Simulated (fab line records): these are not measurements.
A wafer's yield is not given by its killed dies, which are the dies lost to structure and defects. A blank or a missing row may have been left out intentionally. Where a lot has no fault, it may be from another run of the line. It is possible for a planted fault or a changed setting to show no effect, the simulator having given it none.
Struck lot and sound lot, side by side || flow sky130 || 22 out of 708 route steps
Sound: wafers L233.1, L233.2, L233.3. Struck: wafers L226.5, L226.6. (L226.4 of the same lot was not struck and is left out.) The cause comes at the end.
Per side, at each step with rows, come the tool, then ch with its chambers, and then its first start. Under that, the readings that differ: sound wafers || struck wafers || difference of the means || sigmas: that difference in standard deviations of wafers without a fault.
alike: a reading whose means differ by less than 2 such deviations, as well as words and numbers matching on both sides. not compared: withheld readings; readings where some wafer has no value; bounds like >300 that might hide an equal value; numbers whose values overlap and for which the record gives no deviation.
A row with sigmas, a row that says differs or no value, or rows on one side alone: a step with any of these is where the two part. When numbers do not overlap yet have no deviation, they are printed without sigmas and do not part them. A reading missing from all wafers of one side parts the sides only when that side holds two or more wafers.

first, 1 step without rows for these wafers: SKY_LOCAL_INTERCONNECT_CLEAN_18 (cleans in O3/DIW).
SKY_CONTACT_CVD_00: deposits Si3N4, target thk 75 nm.
  sound on pecvd-03 ch 1,2, day 35 21:41; struck on pecvd-02 ch 0,2, day 33 17:08
  alike: heater_power_w
SKY_CONTACT_THK_MEAS_01:
  sound on film_metro-02, day 35 21:44; struck on film_metro-02, day 33 17:11
  alike: CONTACT_CVD_00_THK
then, 1 step without rows for these wafers: SKY_CONTACT_HDPCVD_02 (deposits SiO2, target thk 565 nm, time 94.2 s).
SKY_CONTACT_THK_MEAS_03:
  sound on film_metro-01, day 35 21:52; struck on film_metro-03, day 33 17:21
  alike: CONTACT_HDPCVD_THK
SKY_CONTACT_CMP_04: polishes SiO2.
  sound on cmp-02 ch 0,1,2, day 35 21:56; struck on cmp-01 ch 0,1, day 33 17:29
  alike: motor_current_A, retaining_ring_pressure_frac, time_to_endpoint_s
SKY_CONTACT_BOW_MEAS_05:
  sound on film_metro-03, day 35 22:14; struck on film_metro-03, day 33 17:44
  alike: CONTACT_BOW
then, 5 steps without rows for these wafers: SKY_CONTACT_DEHYDRATE_06 (time 60 s); SKY_CONTACT_HMDS_07 (prime time 60 s); SKY_CONTACT_COAT_08 (resist thk 60 nm); SKY_CONTACT_COAT_09 (resist thk 450 nm); SKY_CONTACT_SOFTBAKE_10 (time 90 s).
SKY_CONTACT_EXPOSE_11: exposes mask CTM1, target cd 170 nm.
  sound on krf_scanner-01 ch 0, day 36 11:43; struck on krf_scanner-02 ch 0, day 34 06:52
  alike: mask
then, 2 steps without rows for these wafers: SKY_CONTACT_PEB_12; SKY_CONTACT_DEVELOP_13 (develop time 60 s).
SKY_CONTACT_CD_MEAS_14: the cd target is 170 nm.
  sound on cd_sem-01, day 37 00:23; struck on cd_sem-02, day 34 20:00
{"reading": "cd_nm (nm)", "sound": "167.2 167.8 168.5", "struck": "125.0 125.6", "difference": -42.5, "sigmas": -27}
SKY_CONTACT_OVL_MEAS_15:
  sound on overlay-02, day 37 00:31; struck on overlay-01, day 34 20:05
  alike: CONTACT_OVL
SKY_CONTACT_ETCH_16: etches BARC in N2/H2, stops on SiO2, time 45.9 s, target depth 60 nm.
  sound on rie_diel-02 ch 0,2,3, day 37 00:33; struck on rie_diel-03 ch 0,3, day 34 20:06
{"reading": "rf_hours_counter_h (h)", "sound": "1 10 2", "struck": "- -", "difference": "no value on the struck wafers", "sigmas": ""}
{"reading": "model.CONTACT.cd_nm (nm)", "sound": "167.4 167.2 168.5", "struck": "125.1 125.3", "difference": -42.5, "sigmas": ""}
  alike: drypump_motor_current_A, oes_product_au, throttle_valve_pct
SKY_CONTACT_ETCH_17: etches SiO2 in C4F8/O2/Ar, stops on Si3N4, target depth 340 nm.
  sound on rie_diel-02 ch 0,2,3, day 37 00:35; struck on rie_diel-03 ch 0,3, day 34 20:08
  alike: oes_product_au
SKY_CONTACT_ETCH_18: etches Si3N4 in CHF3/O2, stops on TiN, time 39 s, target depth 75 nm.
  sound: rie_diel-02 ch 0,2,3; struck: rie_diel-03 ch 0,3
{"reading": "rf_hours_counter_h (h)", "sound": "1 10 3", "struck": "- -", "difference": "no value on the struck wafers", "sigmas": ""}
{"reading": "model.CONTACT.cd_nm (nm)", "sound": "167.3 167 168.4", "struck": "125.2 125.5", "difference": -42.2, "sigmas": ""}
  alike: chf3_flow_sccm, drypump_motor_current_A, oes_product_au, throttle_valve_pct
SKY_CONTACT_STRIP_19: strips in O2/N2.
  sound on plasma_asher-01 ch 0,1, day 37 00:41; struck on plasma_asher-01 ch 0,1, day 34 20:16
{"reading": "strip_time_to_endpoint_s (s)", "sound": "3.550 3.558 3.593", "struck": "3.688 3.651", "difference": "+0.103", "sigmas": "+4"}
  alike: drypump_motor_current_A, oes_product_au
  not compared: rf_hours_counter_h
-- the record jumps here: 13 days lie between the struck wafers' starts before and after (it left off in module CONTACT and takes up again in module PAD_OPEN, whose first step shown is number 708 of the route) --
SKY_PAD_OPEN_PROBE_99:
  sound on prober-02, day 49 16:49; struck on prober-01, day 48 04:45
{"reading": "killed_at_contacts", "sound": "22 22 29", "struck": "432 430", "difference": "+407", "sigmas": "+80"}
{"reading": "killed_dies", "sound": "79 83 87", "struck": "491 492", "difference": "+408", "sigmas": "+43"}
{"reading": "killed_on_rim", "sound": "11 11 12", "struck": "96 96", "difference": "+85", "sigmas": "+20"}
  alike: killed_at_M0_to_M3, killed_at_M4_up, killed_at_front_end, killed_at_other, killed_open, killed_short

== WHERE THEY PART ==
Earliest at SKY_CONTACT_CD_MEAS_14; latest, in this record, at SKY_PAD_OPEN_PROBE_99.

WHY: whatever the simulator had introduced
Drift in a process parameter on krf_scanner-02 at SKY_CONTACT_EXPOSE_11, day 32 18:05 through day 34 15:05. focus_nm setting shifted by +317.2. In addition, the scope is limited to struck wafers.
